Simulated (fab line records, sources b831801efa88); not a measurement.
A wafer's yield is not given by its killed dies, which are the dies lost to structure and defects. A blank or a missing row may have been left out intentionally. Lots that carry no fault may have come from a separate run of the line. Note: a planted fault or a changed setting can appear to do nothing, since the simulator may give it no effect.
Comparing a struck lot with a sound one | flow sky130 | 16 steps out of a route of 708
Sound: wafers L469.2, L469.3, L469.4. The struck wafers were L467.1, L467.3, L467.5. The cause is named last.
Each step with rows lists, per side, the tool, then ch with its chambers, then its first start. Under that, the readings that differ: sound wafers | struck wafers | difference of the means | sigmas: that difference in standard deviations of wafers without a fault.
alike: words and numbers the same on both sides, and readings whose means are apart by under 2 such deviations; not compared: readings that were withheld, readings missing a value for some wafer, numbers with overlapping values and no deviation given by the record, and bounds like >300 which may hide the same value.
A row with sigmas, a row that says differs or no value, or rows on one side alone: a step with any of these is where the two part. Numbers that have no deviation but don't overlap get no sigmas and don't part them. A reading missing from all wafers of one side parts the sides only when that side holds two or more wafers.

first, 5 steps without rows for these wafers: SKY_VIA4_COAT_06 (resist thk 1140 nm); SKY_VIA4_SOFTBAKE_07 (time 60 s); SKY_VIA4_EXPOSE_08 (exposes mask VIM4, target cd 800 nm); SKY_VIA4_PEB_09; SKY_VIA4_DEVELOP_10 (develop time 60 s).
SKY_VIA4_OVL_MEAS_11:
  sound on overlay-02, day 47 09:32; struck on overlay-01, day 46 21:37
  alike: VIA4_OVL
SKY_VIA4_ETCH_12: etches SiO2 in C4F8/O2/Ar, stops on TiN, target depth 580 nm.
  sound on rie_diel-03 ch 0,1,2, day 47 09:34; struck on rie_diel-04 ch 0,3, day 46 21:40
  alike: chamber_pressure_mTorr, oes_product_au
SKY_VIA4_STRIP_13: strips in O2/N2.
  sound on plasma_asher-01 ch 0,1, day 47 09:38; struck on plasma_asher-03 ch 0,1, day 46 21:44
  alike: chamber_pressure_mTorr, drypump_motor_current_A, oes_product_au, strip_time_to_endpoint_s
  not compared: rf_hours_counter_h
then, 3 steps without rows for these wafers: SKY_VIA4_STRIP_14 (strips in post etch residue remover, time 1200 s); SKY_VIA4_CLEAN_15 (cleans in IPA, time 180 s); SKY_VIA4_CLEAN_16 (cleans in O3/DIW).
SKY_VIA4_SPUTTER_17: material TiN, target thk 20 nm, time 80 s.
  sound on pvd_sputter-01, day 47 10:14; struck on pvd_sputter-02, day 46 22:19
  alike: throttle_valve_pct
SKY_VIA4_CVD_18: deposits W, target thk 505 nm, time 152.14 s.
  sound on cvd_w-02 ch 0,1, day 47 10:18; struck on cvd_w-02 ch 0,1, day 46 22:23
  no value came back on the struck wafers for chamber_pressure_Torr (Torr), heater_power_outer_w (W), heater_power_w (W); on the sound wafers chamber_pressure_Torr (Torr) reads 39.99 40.06 40.04
SKY_VIA4_RS_MEAS_19: a four-point-probe measurement.
  sound on film_metro-01, day 47 10:28; struck on film_metro-03, day 46 22:32
  reading            | sound                | struck               | difference | sigmas
  VIA4_W_RS (ohm/sq) | 0.2269 0.2286 0.2315 | 57.803 57.870 58.204 | +57.730    | +99 or more
SKY_VIA4_THK_MEAS_20: measures by xrf.
  sound on film_metro-01, day 47 10:35; struck on film_metro-03, day 46 22:40
  not compared: VIA4_W_THK
SKY_VIA4_CMP_21: polishes, stops on SiO2, t overpolish 25 s, target thk 0 nm.
  sound on cmp-01 ch 0,1,2, day 47 10:53; struck on cmp-01 ch 0,2, day 46 22:43
  reading                | sound       | struck | difference | sigmas
  time_to_endpoint_s (s) | 124 123 122 | 6 10 5 | -116       | -32
  alike: head_pressure_psi, motor_current_A

== WHERE THEY PART ==
Last at SKY_VIA4_CMP_21 as far as this record goes, first at SKY_VIA4_CVD_18.

WHY: the cause the simulator had injected
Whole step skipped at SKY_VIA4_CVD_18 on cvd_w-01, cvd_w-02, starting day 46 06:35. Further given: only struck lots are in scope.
